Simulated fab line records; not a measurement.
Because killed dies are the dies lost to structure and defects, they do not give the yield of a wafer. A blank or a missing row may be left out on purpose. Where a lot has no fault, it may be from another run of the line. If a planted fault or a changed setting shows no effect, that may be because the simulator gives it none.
fab line records ; flow sky130
record: lots: 6; wafers: 18; last_day: 50
route steps=708 shown PWDE@53 NWELL@56 PAD_OPEN@708
lots that met no fault: taken from a fault-free run of the same line
start_h: the number of hours between the record's first day and the start of the first shown wafer of the lot ; wait_h: time in hours since the lot's previous step ; " as in the row above ; L1.1+2: one row covering several wafers at once ; - no value, or no start was given ; * or withheld: withheld ; < > ~ a bound
route shown NAME@n: NAME is a module with steps in the file, n the number in the route of the first one ; usual: the fault-free wafers' mean and standard deviation ; same: alike in all rows ; chamber/n: place in a boat ; sites: per-site readings ; _std_site: the values' standard deviation ; _edge_site: mean of outer sites minus mean of inner sites ; radius_mm: how far each site lies from the wafer's centre ; mask NAME#n: copy n ; behind: the last tool/chamber to shape the wafer ; hold: why the lot was held/for how many hours/how that ended ; device: the transistor (n, p or np) that didn't switch ; end of line: the route-end tests of the same wafers ; step lacking rows: just its recipe ; killed: dies lost to structure and defects at the first sort, not the wafer's yield ; map: per-die view of a wafer (x killed, . not killed, _ where there is no die)
set.NAME: setting as actually run; set.NAME@STEP: the setting as run at that earlier step ; model.NAME: the simulator's own value behind a step, which no gauge read
certain route steps with their lots: each step a table, each wafer a row
services: the hour from which a tool's chamber was out of use, counted from the record's first day as start_h (under 0 if before that day), plus the number of hours and why
== steps ==
step: SKY_PWDE_IMPLANT_08
recipe: species: B; energy_kev: 150; dose_cm2: 3.6e+12; tilt_deg: withheld
step: SKY_PWDE_STRIP_09
recipe: chemistry: O2/N2; power_w: 1400; pressure_mtorr: 1500; platen_temp_c: withheld; o2_flow_sccm: 3000; n2_flow_sccm: 300; overash_fraction: 0.5
usual: drypump_motor_current_A: 5.9/0.36; oes_product_au: 0.723/0.0049; strip_time_to_endpoint_s: 36.94/0.12
lot.wafer;tool;chamber;start_h;wait_h;drypump_motor_current_A;oes_product_au;rf_hours_counter_h;strip_time_to_endpoint_s
L314.4;plasma_asher-04;0;71.71;0.1;6.3;0.726;-;37.00
L314.5;plasma_asher-04;0;71.71;0.1;6.2;0.733;-;37.00
L314.6;plasma_asher-04;1;71.71;0.1;5.6;0.718;-;36.98
L315.3;plasma_asher-04;1;77.90;0.1;5.5;0.736;-;37.08
L315.4;plasma_asher-04;0;77.90;0.1;6.2;0.722;-;37.20
L315.5;plasma_asher-04;1;77.90;0.1;5.5;0.714;-;37.09
L316.1;plasma_asher-01;0;84.28;0.1;5.4;0.720;41;36.82
L316.3;plasma_asher-01;1;84.28;0.1;6.2;0.724;-;36.96
L316.5;plasma_asher-01;0;84.28;0.1;5.4;0.714;-;36.97
L318.2;plasma_asher-04;0;96.06;0.1;6.3;0.722;39;36.71
L318.4;plasma_asher-04;0;96.06;0.1;6.3;0.721;-;36.90
L318.5;plasma_asher-04;1;96.06;0.1;5.5;0.725;-;36.88
L329.1;plasma_asher-01;1;159.31;0.1;6.2;0.726;4;37.04
L329.2;plasma_asher-01;0;159.31;0.1;5.4;0.726;4;36.77
L329.4;plasma_asher-01;0;159.31;0.1;5.4;0.731;-;36.87
L333.1;plasma_asher-03;0;180.03;0.1;6.3;0.720;49;37.10
L333.2;plasma_asher-03;1;180.03;0.1;5.9;0.720;49;37.05
L333.4;plasma_asher-03;1;180.03;0.1;5.9;0.717;-;37.11
step: SKY_PWDE_TW_MEAS_10
usual: PWDE_TW: 375/3.2
lot.wafer;tool;chamber;start_h;wait_h;PWDE_TW
L314.4;film_metro-03;-;71.81;0.1;374
L314.5;film_metro-03;-;71.81;0.1;374
L314.6;film_metro-03;-;71.81;0.1;373
L315.3;film_metro-02;-;77.98;0.1;379
L315.4;film_metro-02;-;77.98;0.1;379
L315.5;film_metro-02;-;77.98;0.1;379
L316.1;film_metro-02;-;84.38;0.1;378
L316.3;film_metro-02;-;84.38;0.1;380
L316.5;film_metro-02;-;84.38;0.1;380
L318.2;film_metro-03;-;96.17;0.1;372
L318.4;film_metro-03;-;96.17;0.1;371
L318.5;film_metro-03;-;96.17;0.1;370
L329.1;film_metro-03;-;159.41;0.1;372
L329.2;film_metro-03;-;159.41;0.1;370
L329.4;film_metro-03;-;159.41;0.1;370
L333.1;film_metro-04;-;180.13;0.1;376
L333.2;film_metro-04;-;180.13;0.1;375
L333.4;film_metro-04;-;180.13;0.1;373
step: SKY_NWELL_DEHYDRATE_03
recipe: temp_c: 200; time_s: 60
step: SKY_NWELL_HMDS_04
recipe: prime_time_s: 60; prime_temp_c: 120
step: SKY_NWELL_COAT_05
recipe: spin_rpm: 2000; resist_thk_nm: 3000
step: SKY_NWELL_SOFTBAKE_06
recipe: temp_c: 110; time_s: withheld
step: SKY_NWELL_EXPOSE_07
recipe: mask_id: NWM; na: 0.6; source_shape: conventional; sigma_outer: 0.6; polarization: unpolarized; target_cd_nm: 840; dose_mj: 255
step: SKY_NWELL_PEB_08
recipe: temp_c: 115; time_s: withheld
step: SKY_NWELL_DEVELOP_09
recipe: wall_angle_deg: 90; developer: TMAH; develop_time_s: 60; dev_temp_c: 23
step: SKY_NWELL_OVL_MEAS_10
usual: NWELL_00_OVL: -0.1/1.1
lot.wafer;tool;chamber;start_h;wait_h;NWELL_00_OVL[nm]
L314.4;overlay-02;-;89.00;-;-0.7
L314.5;overlay-02;-;89.00;-;-0.8
L314.6;overlay-02;-;89.00;-;-2.2
L315.3;overlay-02;-;94.85;-;0.4
L315.4;overlay-02;-;94.85;-;-0.7
L315.5;overlay-02;-;94.85;-;-1.4
L316.1;overlay-01;-;101.33;-;-2.4
L316.3;overlay-01;-;101.33;-;-0.4
L316.5;overlay-01;-;101.33;-;0.6
L318.2;overlay-02;-;113.15;-;-0.3
L318.4;overlay-02;-;113.15;-;-0.8
L318.5;overlay-02;-;113.15;-;-0.7
L329.1;overlay-02;-;179.62;-;1.3
L329.2;overlay-02;-;179.62;-;-0.8
L329.4;overlay-02;-;179.62;-;0.7
L333.1;overlay-02;-;202.52;-;1.1
L333.2;overlay-02;-;202.52;-;-0.4
L333.4;overlay-02;-;202.52;-;-1.5
step: SKY_NWELL_IMPLANT_11
recipe: species: P; energy_kev: 400; dose_cm2: 1.9e+13; tilt_deg: withheld
step: SKY_NWELL_IMPLANT_12
recipe: species: P; energy_kev: 120; dose_cm2: 1.3e+12; tilt_deg: withheld
usual: beam_energy_keV: 119.99/0.039; beam_on_s: 10.00/0.2; end_station_pressure_torr: 5.05e-06/2.8e-07; faraday_current_uA: 7.33/0.14
lot.wafer;tool;chamber;start_h;wait_h;beam_energy_keV;beam_on_s;end_station_pressure_torr;faraday_current_uA
L314.4;implanter-04;0;89.24;0.1;120.03;10.05;5.16e-06;7.31
L314.5;implanter-04;0;89.24;0.1;120.02;9.75;5.4e-06;7.55
L314.6;implanter-04;0;89.24;0.1;120.01;9.84;5.07e-06;7.42
L315.3;implanter-04;0;95.08;0.1;119.95;10.21;4.92e-06;7.17
L315.4;implanter-04;0;95.08;0.1;119.96;9.99;4.8e-06;7.34
L315.5;implanter-04;0;95.08;0.1;119.95;10.03;4.41e-06;7.33
L316.1;implanter-04;0;101.51;0.1;120.02;12.62;4.78e-06;5.80
L316.3;implanter-04;0;101.51;0.1;120.00;12.24;5.22e-06;5.98
L316.5;implanter-04;0;101.51;0.1;120.03;12.61;4.99e-06;5.81
L318.2;implanter-04;0;113.35;0.1;120.04;12.10;4.9e-06;6.04
L318.4;implanter-04;0;113.35;0.1;119.94;12.43;5.12e-06;5.86
L318.5;implanter-04;0;113.35;0.1;119.96;12.61;4.82e-06;5.80
L329.1;implanter-01;0;179.81;0.1;120.01;9.95;5.23e-06;7.36
L329.2;implanter-01;0;179.81;0.1;119.93;10.16;5.02e-06;7.26
L329.4;implanter-01;0;179.81;0.1;119.96;9.91;4.51e-06;7.39
L333.1;implanter-04;0;202.71;0.1;119.99;9.98;5.06e-06;7.37
L333.2;implanter-04;0;202.71;0.1;119.97;10.04;5.12e-06;7.32
L333.4;implanter-04;0;202.71;0.1;119.98;10.21;5.1e-06;7.18
step: SKY_NWELL_IMPLANT_13
recipe: species: P; energy_kev: 50; dose_cm2: 7.116e+11; tilt_deg: withheld
step: SKY_NWELL_STRIP_14
recipe: chemistry: O2/N2; power_w: 1400; pressure_mtorr: 1500; platen_temp_c: withheld; o2_flow_sccm: 3000; n2_flow_sccm: 300; overash_fraction: 0.5
usual: drypump_motor_current_A: 5.7/0.44; oes_product_au: 0.723/0.0047; strip_time_to_endpoint_s: 36.91/0.091
lot.wafer;tool;chamber;start_h;wait_h;drypump_motor_current_A;oes_product_au;rf_hours_counter_h;strip_time_to_endpoint_s
L314.4;plasma_asher-01;1;89.50;0.1;6.2;0.719;-;36.85
L314.5;plasma_asher-01;1;89.50;0.1;6.2;0.712;-;36.82
L314.6;plasma_asher-01;0;89.50;0.1;5.4;0.724;-;36.81
L315.3;plasma_asher-04;1;95.36;0.1;5.5;0.720;-;36.83
L315.4;plasma_asher-04;0;95.36;0.1;6.2;0.721;-;36.92
L315.5;plasma_asher-04;1;95.36;0.1;5.5;0.724;-;36.89
L316.1;plasma_asher-01;0;101.81;0.1;5.4;0.725;42;36.95
L316.3;plasma_asher-01;1;101.81;0.1;6.2;0.731;-;37.01
L316.5;plasma_asher-01;1;101.81;0.1;6.2;0.721;-;36.98
L318.2;plasma_asher-02;0;113.63;0.1;5.1;0.714;31;37.04
L318.4;plasma_asher-02;1;113.63;0.1;5.2;0.726;-;36.99
L318.5;plasma_asher-02;0;113.63;0.1;5.2;0.714;-;37.07
L329.1;plasma_asher-04;1;180.11;0.1;5.5;0.728;47;36.88
L329.2;plasma_asher-04;0;180.11;0.1;6.2;0.724;47;36.87
L329.4;plasma_asher-04;0;180.11;0.1;6.2;0.716;-;36.84
L333.1;plasma_asher-02;1;203.01;0.1;5.2;0.719;40;36.84
L333.2;plasma_asher-02;0;203.01;0.1;5.1;0.720;40;36.86
L333.4;plasma_asher-02;0;203.01;0.1;5.1;0.718;-;36.78
step: SKY_NWELL_TW_MEAS_15
usual: NWELL_TW: 1829/14
lot.wafer;tool;chamber;start_h;wait_h;NWELL_TW
L314.4;film_metro-03;-;89.59;0.1;1811
L314.5;film_metro-03;-;89.59;0.1;1806
L314.6;film_metro-03;-;89.59;0.1;1800
L315.3;film_metro-02;-;95.45;0.1;1842
L315.4;film_metro-02;-;95.45;0.1;1841
L315.5;film_metro-02;-;95.45;0.1;1841
L316.1;film_metro-02;-;101.91;0.1;1844
L316.3;film_metro-02;-;101.91;0.1;1859
L316.5;film_metro-02;-;101.91;0.1;1857
L318.2;film_metro-03;-;113.74;0.1;1810
L318.4;film_metro-03;-;113.74;0.1;1808
L318.5;film_metro-03;-;113.74;0.1;1808
L329.1;film_metro-02;-;180.21;0.1;1832
L329.2;film_metro-02;-;180.21;0.1;1835
L329.4;film_metro-02;-;180.21;0.1;1839
L333.1;film_metro-04;-;203.11;0.1;1843
L333.2;film_metro-04;-;203.11;0.1;1830
L333.4;film_metro-04;-;203.11;0.1;1830
step: SKY_NWELL_DEHYDRATE_16
recipe: temp_c: 200; time_s: 60
step: SKY_NWELL_HMDS_17
recipe: prime_time_s: 60; prime_temp_c: 120
step: SKY_NWELL_COAT_18
recipe: spin_rpm: 2000; resist_thk_nm: 3000
step: SKY_NWELL_SOFTBAKE_19
recipe: temp_c: 110; time_s: withheld
step: SKY_NWELL_EXPOSE_20
recipe: mask_id: NWM_COMPLEMENT; na: 0.6; source_shape: conventional; sigma_outer: 0.6; polarization: unpolarized; target_cd_nm: 840; dose_mj: 260
step: SKY_NWELL_PEB_21
recipe: temp_c: 115; time_s: withheld
step: SKY_NWELL_DEVELOP_22
recipe: wall_angle_deg: 90; developer: TMAH; develop_time_s: 60; dev_temp_c: 23
step: SKY_NWELL_OVL_MEAS_23
usual: NWELL_01_OVL: 1.2/1.3
lot.wafer;tool;chamber;start_h;wait_h;NWELL_01_OVL[nm]
L314.4;overlay-01;-;105.54;-;1.1
L314.5;overlay-01;-;105.54;-;1.6
L314.6;overlay-01;-;105.54;-;1.2
L315.3;overlay-02;-;112.49;-;0.4
L315.4;overlay-02;-;112.49;-;2.2
L315.5;overlay-02;-;112.49;-;1.5
L316.1;overlay-02;-;119.97;-;1.9
L316.3;overlay-02;-;119.97;-;1.8
L316.5;overlay-02;-;119.97;-;1.5
L318.2;overlay-02;-;132.15;-;3.8
L318.4;overlay-02;-;132.15;-;2.8
L318.5;overlay-02;-;132.15;-;3.5
L329.1;overlay-02;-;202.63;-;0.2
L329.2;overlay-02;-;202.63;-;2.5
L329.4;overlay-02;-;202.63;-;-0.2
L333.1;overlay-01;-;224.73;-;0.1
L333.2;overlay-01;-;224.73;-;-0.8
L333.4;overlay-01;-;224.73;-;-2.1
step: SKY_NWELL_IMPLANT_24
recipe: species: B; energy_kev: 140; dose_cm2: 9.2e+12; tilt_deg: withheld
step: SKY_NWELL_STRIP_25
recipe: chemistry: O2/N2; power_w: 1400; pressure_mtorr: 1500; platen_temp_c: withheld; o2_flow_sccm: 3000; n2_flow_sccm: 300; overash_fraction: 0.5
usual: drypump_motor_current_A: 5.5/0.43; oes_product_au: 0.723/0.0048; strip_time_to_endpoint_s: 36.94/0.1
lot.wafer;tool;chamber;start_h;wait_h;drypump_motor_current_A;oes_product_au;rf_hours_counter_h;strip_time_to_endpoint_s
L314.4;plasma_asher-01;0;105.74;0.1;5.4;0.722;-;36.89
L314.5;plasma_asher-01;1;105.74;0.1;6.2;0.725;-;36.89
L314.6;plasma_asher-01;0;105.74;0.1;5.4;0.722;-;36.86
L315.3;plasma_asher-04;0;112.69;0.1;6.2;0.719;-;37.01
L315.4;plasma_asher-04;1;112.69;0.1;5.5;0.711;-;37.01
L315.5;plasma_asher-04;1;112.69;0.1;5.5;0.720;-;36.96
L316.1;plasma_asher-02;1;120.16;0.1;5.2;0.728;32;36.77
L316.3;plasma_asher-02;1;120.16;0.1;5.2;0.725;-;36.91
L316.5;plasma_asher-02;1;120.16;0.1;5.2;0.723;-;36.98
L318.2;plasma_asher-02;0;132.45;0.1;5.2;0.721;33;37.07
L318.4;plasma_asher-02;1;132.45;0.1;5.2;0.730;-;36.98
L318.5;plasma_asher-02;0;132.45;0.1;5.2;0.729;-;37.03
L329.1;plasma_asher-04;1;202.81;0.1;5.5;0.724;49;37.23
L329.2;plasma_asher-04;0;202.81;0.1;6.2;0.733;49;37.06
L329.4;plasma_asher-04;0;202.81;0.1;6.2;0.715;-;37.07
L333.1;plasma_asher-02;0;224.91;0.1;5.2;0.722;42;36.84
L333.2;plasma_asher-02;1;224.91;0.1;5.2;0.718;42;36.87
L333.4;plasma_asher-02;1;224.91;0.1;5.2;0.716;-;37.00
step: SKY_NWELL_TW_MEAS_26
usual: NWELL_2_TW: 497/4.2
lot.wafer;tool;chamber;start_h;wait_h;NWELL_2_TW
L314.4;film_metro-02;-;105.84;0.1;503
L314.5;film_metro-02;-;105.84;0.1;505
L314.6;film_metro-02;-;105.84;0.1;505
L315.3;film_metro-04;-;112.78;0.1;498
L315.4;film_metro-04;-;112.78;0.1;498
L315.5;film_metro-04;-;112.78;0.1;498
L316.1;film_metro-02;-;120.26;0.1;501
L316.3;film_metro-02;-;120.26;0.1;498
L316.5;film_metro-02;-;120.26;0.1;503
L318.2;film_metro-04;-;132.56;0.1;492
L318.4;film_metro-04;-;132.56;0.1;493
L318.5;film_metro-04;-;132.56;0.1;491
L329.1;film_metro-03;-;202.91;0.1;499
L329.2;film_metro-03;-;202.91;0.1;498
L329.4;film_metro-03;-;202.91;0.1;498
L333.1;film_metro-03;-;225.01;0.1;489
L333.2;film_metro-03;-;225.01;0.1;489
L333.4;film_metro-03;-;225.01;0.1;487
step: SKY_NWELL_CLEAN_27
recipe: chemistry: SC1/SC2; mix: 1:4:20; temp_c: 70; time_s: 150; dry: n2_spin
step: SKY_NWELL_RTA_28
recipe: temp_c: 1050; time_s: 30; idle_temp_c: 650; ramp_up_c_per_s: 150; ramp_down_c_per_s: 90; ambient: N2
usual: anneal_temp_c_max: 1054.5/0.99; lamp_power_pct: 25.31/0.055; wafer_temp_C_max: 1054.9/1
same: time_s: 30
lot.wafer;tool;chamber;start_h;wait_h;anneal_temp_c_max;lamp_power_pct;wafer_temp_C_max
L314.4;rtp_anneal-01;0;105.97;0.1;1054.3;25.34;1057.0
L314.5;rtp_anneal-01;0;105.97;0.1;1054.9;25.39;1053.7
L314.6;rtp_anneal-01;0;105.97;0.1;1054.8;25.41;1054.5
L315.3;rtp_anneal-01;0;112.90;0.0;1054.9;25.31;1053.6
L315.4;rtp_anneal-01;0;112.90;0.0;1056.3;25.31;1054.1
L315.5;rtp_anneal-01;0;112.90;0.0;1054.2;25.28;1055.0
L316.1;rtp_anneal-02;0;120.37;0.0;1054.6;25.39;1054.9
L316.3;rtp_anneal-02;0;120.37;0.0;1053.1;25.39;1054.9
L316.5;rtp_anneal-02;0;120.37;0.0;1054.1;25.26;1056.2
L318.2;rtp_anneal-02;0;132.67;0.0;1053.3;25.30;1054.8
L318.4;rtp_anneal-02;0;132.67;0.0;1054.1;25.39;1055.8
L318.5;rtp_anneal-02;0;132.67;0.0;1054.2;25.26;1054.8
L329.1;rtp_anneal-02;0;203.08;0.0;1054.1;25.28;1055.5
L329.2;rtp_anneal-02;0;203.08;0.0;1053.4;25.32;1054.8
L329.4;rtp_anneal-02;0;203.08;0.0;1053.9;25.33;1056.0
L333.1;rtp_anneal-02;0;225.12;0.0;1055.5;25.26;1055.5
L333.2;rtp_anneal-02;0;225.12;0.0;1054.8;25.16;1054.0
L333.4;rtp_anneal-02;0;225.12;0.0;1053.6;25.35;1055.6
step: SKY_NWELL_RS_MEAS_29
recipe: thk_meas_gauge: four-point-probe
usual: NWELL_RS: 624.6/1.6
lot.wafer;tool;chamber;start_h;wait_h;NWELL_RS[ohm/sq]
L314.4;film_metro-03;-;106.08;0.1;622.7
L314.5;film_metro-03;-;106.08;0.1;623.3
L314.6;film_metro-03;-;106.08;0.1;623.4
L315.3;film_metro-04;-;113.01;0.1;624.3
L315.4;film_metro-04;-;113.01;0.1;624.9
L315.5;film_metro-04;-;113.01;0.1;625.4
L316.1;film_metro-03;-;120.47;0.1;616.7
L316.3;film_metro-03;-;120.47;0.1;614.8
L316.5;film_metro-03;-;120.47;0.1;616.7
L318.2;film_metro-02;-;132.78;0.1;618.4
L318.4;film_metro-02;-;132.78;0.1;617.2
L318.5;film_metro-02;-;132.78;0.1;617.6
L329.1;film_metro-02;-;203.18;0.1;622.3
L329.2;film_metro-02;-;203.18;0.1;622.7
L329.4;film_metro-02;-;203.18;0.1;623.4
L333.1;film_metro-02;-;225.22;0.1;623.8
L333.2;film_metro-02;-;225.22;0.1;624.3
L333.4;film_metro-02;-;225.22;0.1;627.6
step: SKY_PAD_OPEN_PROBE_99
usual: killed_at_M0_to_M3: 43/7.7; killed_at_M4_up: 3.4/1.9; killed_at_contacts: 25/5.6; killed_at_front_end: 14/4.3; killed_at_other: 0.2/0.5; killed_dies: 86/10; killed_open: 47/7.2; killed_short: 39/6.7
same: gross_dies: 492; killed_at_back_side: 0
lot.wafer;tool;chamber;start_h;wait_h;killed_at_M0_to_M3;killed_at_M4_up;killed_at_contacts;killed_at_front_end;killed_at_other;killed_dies;killed_open;killed_short;model.etest.nfet_16v.r_on_ohm_um;model.etest.pfet_g5v0d10v5.r_on_ohm_um;model.etest.tip_p_5v.rs_ohm_sq;model.etest.pfet_g5v0d10v5.drive_ua_um;model.etest.pfet_01v8_lvt.drive_ua_um;model.etest.pfet_01v8_lvt.off_log10_a_um;model.etest.pfet_g5v0d10v5.off_log10_a_um;model.etest.pfet_g5v0d10v5.vt_sat_v
L314.4;prober-01;-;1079.29;0.2;37;1;26;19;0;83;54;29;1.407e+04;4720;2856;345.2;170.1;-9.027;-12.63;-0.6341
L314.5;prober-01;-;1079.34;0.2;30;2;30;16;1;79;39;40;1.409e+04;4794;2852;337.6;169;-8.999;-12.94;-0.6804
L314.6;prober-01;-;1079.39;0.2;46;2;22;14;1;85;44;41;1.418e+04;4763;2862;341.3;171.8;-8.86;-12.97;-0.6737
L315.3;prober-02;-;1088.25;0.2;46;4;24;14;1;89;49;40;1.445e+04;4811;2864;337.2;175;-8.917;-12.47;-0.6225
L315.4;prober-02;-;1088.30;0.2;43;4;17;19;1;84;39;45;1.44e+04;4824;2879;338.4;172.3;-8.903;-12.38;-0.6104
L315.5;prober-02;-;1088.35;0.2;48;3;30;23;0;104;63;41;1.438e+04;4732;2866;341.6;176.4;-8.949;-12.23;-0.602
L316.1;prober-01;-;1098.14;0.1;46;4;35;21;0;106;56;50;1.388e+04;4989;2925;321;165;-9.736;-13.47;-0.7429
L316.3;prober-01;-;1098.24;0.2;37;2;28;17;0;84;38;46;1.37e+04;5003;2885;322.2;163.4;-9.892;-13.48;-0.7461
L316.5;prober-01;-;1098.34;0.2;44;1;25;19;0;89;45;44;1.361e+04;4931;2898;324.7;163.5;-9.971;-13.55;-0.7502
L318.2;prober-01;-;1109.16;0.1;50;3;14;18;0;85;41;44;1.372e+04;4859;2945;335.4;168.8;-9.745;-13.45;-0.7341
L318.4;prober-01;-;1109.26;0.2;45;5;28;15;0;93;57;36;1.372e+04;4872;2937;330.1;166.6;-9.813;-13.42;-0.7714
L318.5;prober-01;-;1109.31;0.2;49;2;23;13;0;87;49;38;1.389e+04;4926;2931;329;168.2;-9.621;-13.6;-0.7609
L329.1;prober-01;-;1179.50;0.1;54;3;13;17;3;90;42;48;1.423e+04;4690;2880;346.5;175.3;-8.966;-12.67;-0.6542
L329.2;prober-01;-;1179.55;0.1;44;2;20;15;0;81;39;42;1.416e+04;4744;2866;343.9;171.1;-8.943;-13;-0.6725
L329.4;prober-01;-;1179.65;0.2;46;6;20;14;0;86;47;39;1.4e+04;4759;2870;341.9;171;-8.913;-12.97;-0.6731
L333.1;prober-02;-;1189.35;0.1;50;5;28;12;0;95;47;48;1.403e+04;4802;2852;336.4;175.6;-8.735;-12.73;-0.6382
L333.2;prober-02;-;1189.40;0.1;45;2;29;11;0;87;46;41;1.4e+04;4780;2850;336.2;173.9;-8.838;-12.93;-0.6566
L333.4;prober-02;-;1189.50;0.2;48;5;26;8;1;88;46;42;1.401e+04;4821;2848;337.3;175.3;-8.895;-12.78;-0.6554
killed by level:class
L314.4 LI_CONTACT:geometric_particle:open=11 FIELD_ISO:geometric_particle:open=8 CONTACT:geometric_particle:open=8 VIA1:geometric_particle:open=8 VIA3:geometric_particle:open=7 METAL1:geometric_particle:short=6 POLY_GATE:geometric_particle:open=4 METAL2:geometric_particle:short=4
L314.5 CONTACT:geometric_particle:open=9 CONTACT:geometric_particle:short=7 METAL2:geometric_particle:short=7 LI_CONTACT:geometric_particle:open=6 VIA2:geometric_particle:open=5 VIA3:geometric_particle:short=4 LOCAL_INTERCONNECT:geometric_particle:short=4 FIELD_ISO:geometric_particle:short=3
L314.6 VIA1:geometric_particle:open=11 METAL2:geometric_particle:short=8 LI_CONTACT:geometric_particle:open=6 CONTACT:geometric_particle:open=6 VIA3:geometric_particle:open=6 METAL1:geometric_particle:short=5 FIELD_ISO:geometric_particle:open=4 LOCAL_INTERCONNECT:geometric_particle:short=4
L315.3 VIA2:geometric_particle:open=10 VIA1:geometric_particle:open=9 CONTACT:geometric_particle:open=8 VIA3:geometric_particle:open=8 CONTACT:geometric_particle:short=7 METAL2:geometric_particle:short=6 FIELD_ISO:geometric_particle:open=5 VIA1:geometric_particle:short=5
L315.4 VIA2:geometric_particle:open=10 POLY_GATE:geometric_particle:short=9 VIA1:geometric_particle:open=9 CONTACT:geometric_particle:open=6 METAL2:geometric_particle:short=5 VIA3:geometric_particle:open=5 CONTACT:geometric_particle:short=4 VIA1:geometric_particle:short=4
L315.5 CONTACT:geometric_particle:open=12 VIA2:geometric_particle:open=9 VIA1:geometric_particle:open=9 VIA1:geometric_particle:short=8 FIELD_ISO:geometric_particle:open=7 VIA3:geometric_particle:open=7 LOCAL_INTERCONNECT:geometric_particle:short=6 LI_CONTACT:geometric_particle:open=6
L316.1 LI_CONTACT:geometric_particle:open=13 CONTACT:geometric_particle:open=9 VIA1:geometric_particle:open=8 METAL2:geometric_particle:short=8 FIELD_ISO:geometric_particle:short=7 VIA2:geometric_particle:open=7 POLY_GATE:geometric_particle:short=6 FIELD_ISO:geometric_particle:open=5
L316.3 CONTACT:geometric_particle:open=9 LI_CONTACT:geometric_particle:open=8 VIA3:geometric_particle:short=8 METAL1:geometric_particle:short=6 VIA2:geometric_particle:open=6 POLY_GATE:geometric_particle:short=5 LOCAL_INTERCONNECT:geometric_particle:short=5 VIA1:geometric_particle:open=5
L316.5 VIA1:geometric_particle:open=10 FIELD_ISO:geometric_particle:short=8 LI_CONTACT:geometric_particle:open=7 LOCAL_INTERCONNECT:geometric_particle:short=7 CONTACT:geometric_particle:open=7 VIA1:geometric_particle:short=6 VIA3:geometric_particle:open=6 METAL1:geometric_particle:short=5
L318.2 VIA2:geometric_particle:open=8 VIA1:geometric_particle:open=8 FIELD_ISO:geometric_particle:open=6 METAL1:geometric_particle:short=6 METAL3:geometric_particle:short=6 VIA3:geometric_particle:short=5 POLY_GATE:geometric_particle:open=5 METAL2:geometric_particle:short=5
L318.4 VIA1:geometric_particle:open=15 CONTACT:geometric_particle:open=12 VIA3:geometric_particle:open=10 FIELD_ISO:geometric_particle:short=7 VIA2:geometric_particle:open=7 LI_CONTACT:geometric_particle:open=6 LI_CONTACT:geometric_particle:short=5 POLY_GATE:geometric_particle:open=4
L318.5 VIA1:geometric_particle:open=10 VIA3:geometric_particle:open=10 VIA2:geometric_particle:open=7 VIA2:geometric_particle:short=6 CONTACT:geometric_particle:open=6 LOCAL_INTERCONNECT:geometric_particle:short=5 LI_CONTACT:geometric_particle:open=4 METAL1:geometric_particle:short=4
L329.1 METAL1:geometric_particle:short=12 VIA3:geometric_particle:open=7 VIA1:geometric_particle:open=7 VIA3:geometric_particle:short=6 METAL2:geometric_particle:short=6 VIA1:geometric_particle:short=5 FIELD_ISO:geometric_particle:open=4 POLY_GATE:geometric_particle:open=4
L329.2 VIA2:geometric_particle:open=7 VIA1:geometric_particle:open=7 LI_CONTACT:geometric_particle:open=6 LOCAL_INTERCONNECT:geometric_particle:short=6 VIA3:geometric_particle:open=5 METAL1:geometric_particle:short=5 POLY_GATE:geometric_particle:open=4 CONTACT:geometric_particle:open=4
L329.4 CONTACT:geometric_particle:open=9 VIA1:geometric_particle:open=9 FIELD_ISO:geometric_particle:open=7 VIA3:geometric_particle:open=7 METAL1:geometric_particle:short=7 VIA2:geometric_particle:open=6 METAL2:geometric_particle:short=5 LOCAL_INTERCONNECT:geometric_particle:short=4
L333.1 VIA1:geometric_particle:open=12 CONTACT:geometric_particle:open=12 CONTACT:geometric_particle:short=9 VIA1:geometric_particle:short=8 VIA2:geometric_particle:short=8 METAL2:geometric_particle:short=6 FIELD_ISO:geometric_particle:open=5 VIA2:geometric_particle:open=4
L333.2 VIA1:geometric_particle:open=11 CONTACT:geometric_particle:open=10 LI_CONTACT:geometric_particle:open=8 VIA2:geometric_particle:open=7 METAL2:geometric_particle:short=6 VIA2:geometric_particle:short=6 LOCAL_INTERCONNECT:geometric_particle:short=5 METAL1:geometric_particle:short=5
L333.4 VIA1:geometric_particle:open=10 CONTACT:geometric_particle:open=9 CONTACT:geometric_particle:short=8 VIA2:geometric_particle:open=8 VIA3:geometric_particle:open=7 VIA1:geometric_particle:short=5 VIA2:geometric_particle:short=4 FIELD_ISO:geometric_particle:open=3
== services ==
tool;chamber;start_h;hours;kind
implanter-01;-;64.22;5.2;pm
implanter-01;-;69.45;2.9;pm
plasma_asher-03;-;73.73;0.5;repair
implanter-01;-;98.95;6.0;pm
plasma_asher-01;-;108.75;9.0;pm
plasma_asher-01;0;108.75;9.0;vent_cycle
plasma_asher-01;1;108.75;9.0;vent_cycle
plasma_asher-01;0;117.75;-;clean
plasma_asher-01;1;117.75;-;clean
rtp_anneal-01;-;124.74;68.8;pm
implanter-04;-;127.07;14.2;pm
plasma_asher-04;-;159.48;1.5;repair
implanter-01;-;164.39;3.7;repair
rtp_anneal-01;-;193.49;3.1;pm
plasma_asher-01;-;201.45;14.6;pm
implanter-01;-;215.34;1.3;repair
== key ==
first_sign: step: SKY_NWELL_IMPLANT_12; reading: beam_on_s; direction: up; sigmas: 12; usual: 10.00; struck: 12.43
effect: step: SKY_NWELL_IMPLANT_12; reading: faraday_current_uA; direction: down; sigmas: 10; usual: 7.33; struck: 5.88
effect: step: SKY_NWELL_RS_MEAS_29; reading: NWELL_RS; direction: down; sigmas: 4.8; usual: 624.6; struck: 616.9
model_effect: step: SKY_PAD_OPEN_PROBE_99; value: etest.nfet_16v.r_on_ohm_um; without: 1.415e+04; struck: 1.375e+04
met_at SKY_NWELL_IMPLANT_12
struck_wafers L316.1,L316.3,L316.5,L318.2,L318.4,L318.5
tester_left_out L316,L318
onset_between 95.08 101.51
fault: kind: process_parameter_drift; tool: implanter-04; chamber: -; onset_h: 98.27; steps: SKY_NWELL_IMPLANT_12; channel: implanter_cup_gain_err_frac; offset: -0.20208; shape: step; end_h: 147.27
tester_left_out: of these lots the tester's yield and bins aren't shown, on N5 and GAA mostly nor the transistor test; their killed dies are dies lost to structure and defects alone, not to doping, threshold or leakage, so they don't give the yield
